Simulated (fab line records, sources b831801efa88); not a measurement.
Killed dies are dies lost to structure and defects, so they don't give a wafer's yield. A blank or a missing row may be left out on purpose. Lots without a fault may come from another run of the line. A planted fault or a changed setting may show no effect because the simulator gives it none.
Problem report in the 8D (eight disciplines) form, filled by code | flow sky130 | the parts of the form that need people (team, actions taken, sign-off) are left out

1. THE PROBLEM
dose_ions_cm2 at SKY_LDD_LDN_IMPLANT_08 reads a mean of 1.1639e+13 on 6 wafers of 2 lots; wafers without a fault read 1.2499e+13 with a standard deviation of 1.1e+10. That is -78 standard deviations from the usual mean.
First seen on wafer L439.3, day 29 19:45, on implanter-04. The record holds 42 wafers of 14 lots with a number at this step. Rule for "out", or "out of limits": more than 4 standard deviations from the usual mean. The other wafers with a number count as sound.

2. WHAT IT IS AND WHAT IT IS NOT
question                    | is                     | is not
which readings at this step | dose_ions_cm2          | rotation_deg
which lots                  | L437, L439             | L421, L422, L423, L424, L425, L429, L430, L431, L432, L438, L443, L444
which wafers of those lots  | all that have a number | -
read on which tools         | implanter-04           | implanter-01, implanter-03
when                        | from day 29 19:45      | up to then (27 sound wafers); but 9 sound wafers of L438, L443, L444 came after

3. SUSPECTS, AND WHAT RULES EACH OUT
Counting: a tool at a process step up to the reading stays a suspect if it ran every lot that is out and no sound lot after the first of them.
- implanter-04 at SKY_LDD_LDN_IMPLANT_08: kept. It ran every lot that is out, first L439 (day 29 19:45), and no sound lot after that; its last sound lot up to then is L425 (day 23 19:50). Its own readings are out on those wafers: dose_ions_cm2.
Left after counting: implanter-04 at SKY_LDD_LDN_IMPLANT_08.

4. THE CAUSE (what the simulator had put in)
Process parameter drift: implanter-04, from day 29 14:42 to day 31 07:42, at SKY_LDD_LDN_IMPLANT_08. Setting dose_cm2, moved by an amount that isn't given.
Counting left only this tool.

5. THE CHAIN OF EFFECTS, in route order
Each row: a reading whose mean over the struck wafers that have a number lies more than 3 standard deviations from the usual. Only readings for which the record gives a usual standard deviation are gone through. hours: the time from each lot's start at the first step in this table that gives one to its start at this step, as a median over the lots. sigmas: the change in usual standard deviations.
hours | step                   | reading            | usual      | on struck wafers | change      | sigmas
0     | SKY_LDD_LDN_IMPLANT_08 | dose_ions_cm2      | 1.2499e+13 | 1.1639e+13       | -8.5983e+11 | -78
0     | SKY_LDD_LDN_IMPLANT_08 | faraday_current_uA | 70.6       | 66.2             | -4.4        | -3.2
The process steps in it:
- SKY_LDD_LDN_IMPLANT_08
Later measuring or inspecting steps at which every struck wafer that the step has a row for has a number for every such reading, and none has moved that far: SKY_LI_CONTACT_THK_MEAS_01.

6. WHAT WOULD HAVE CAUGHT IT SOONER
In this record the first reading out of limits was taken at day 29 19:45, 5 hours after the fault began at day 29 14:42.
